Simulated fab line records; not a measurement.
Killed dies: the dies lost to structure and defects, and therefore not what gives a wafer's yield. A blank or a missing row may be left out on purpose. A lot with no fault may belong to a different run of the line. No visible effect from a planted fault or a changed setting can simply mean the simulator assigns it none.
Split-lot trial | flow sky130 | 23 wafers read across 5 lots, on a route 708 steps long

## ON THE SPLIT
At SKY_METAL1_COAT_09 (resist thk 60 nm), the setting resist thk nm was moved away from the recipe's 60 nm on 7 of the 23 wafers read, by -3.8% to +5.3%. This setting was run at the recipe's value on the other wafers.

## FROM THE SPLIT TO THE READING: what the file shows between them, 3 steps
- SKY_METAL1_COAT_10: resist thk 450 nm
- SKY_METAL1_SOFTBAKE_11: time 86.66 s
- SKY_METAL1_DESCUM_17: chemistry O2, time 8 s

## THE READING
oes product au, in a.u., at SKY_METAL1_ETCH_18 (etches BARC in N2/H2, stops on SiO2, time 45.9 s, target depth 60 nm). Fault-free wafers of this fab line usually give 0.853 a.u., standard deviation 0.0054 a.u.

wafer  | tool, chamber at the split | resist thk nm as run, nm | against the recipe | oes product au, a.u. | against lot-mates on the recipe
L075.1 | litho track-01, 0          | 60                       | recipe             | 0.851                | -
L075.2 | litho track-01, 0          | 60                       | recipe             | 0.841                | -
L075.4 | litho track-01, 0          | 60                       | recipe             | 0.851                | -
L075.5 | litho track-01, 0          | 60                       | recipe             | 0.854                | -
L075.6 | litho track-01, 0          | 60                       | recipe             | 0.853                | -
L078.1 | litho track-02, 0          | 60                       | recipe             | 0.848                | -
L078.4 | litho track-02, 0          | 60                       | recipe             | 0.856                | -
L078.6 | litho track-02, 0          | 60                       | recipe             | 0.846                | -
L079.1 | litho track-01, 0          | 57.91                    | -3.5%              | 0.839                | -0.011
L079.3 | litho track-01, 0          | 57.91                    | -3.5%              | 0.840                | -0.010
L079.4 | litho track-01, 0          | 60                       | recipe             | 0.849                | -
L079.5 | litho track-01, 0          | 60                       | recipe             | 0.851                | -
L079.6 | litho track-01, 0          | 60                       | recipe             | 0.851                | -
L084.1 | litho track-04, 0          | 60                       | recipe             | 0.855                | -
L084.3 | litho track-04, 0          | 60                       | recipe             | 0.855                | -
L084.4 | litho track-04, 0          | 63.18                    | +5.3%              | 0.877                | +0.022
L084.5 | litho track-04, 0          | 63.18                    | +5.3%              | 0.882                | +0.027
L084.6 | litho track-04, 0          | 63.18                    | +5.3%              | 0.878                | +0.023
L085.1 | litho track-04, 0          | 57.73                    | -3.8%              | 0.840                | -0.015
L085.2 | litho track-04, 0          | 60                       | recipe             | 0.859                | -
L085.3 | litho track-04, 0          | 60                       | recipe             | 0.860                | -
L085.4 | litho track-04, 0          | 60                       | recipe             | 0.846                | -
L085.6 | litho track-04, 0          | 57.73                    | -3.8%              | 0.836                | -0.019

THE FIT
A straight line over all 23 wafers: oes product au changes by +0.00453 a.u. for each +1% of resist thk nm; r = +0.93; the points scatter about the line by 0.0046 a.u.
The same after taking each lot's own level away (the mean of its wafers on the recipe; 23 wafers): +0.00427 a.u. for each +1%; r = +0.94; scatter 0.0041 a.u.
On that fit, the largest move of resist thk nm shifts the reading by 0.023 a.u.
Measured against the standard deviation above, the lots' own levels, which go from 0.8500 to 0.8550 a.u., span 0.9 times it.
So the lot-to-lot level changes the slope little: the two slopes agree.
Check: with one of the wafers moved furthest among these (+5.3%) left out of the fit, the line predicts +0.0234 a.u. for it against its lot-mates. It came out at +0.022 a.u. against them.

## THESE WAFERS: OTHER SPLITS
These wafers also went through other splits before the reading. Each is held against what the fit with the lots' levels taken away leaves over:
other split on the same wafers | wafers away from the commonest value | r with oes product au (lot level and that fit taken away)
SKY_CONTACT_STRIP_19 power w   | 12                                   | -0.08

## THE FILE'S OWN FIT
oes product au changes by +0.00417 a.u. for each +1% of resist thk nm, r = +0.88.
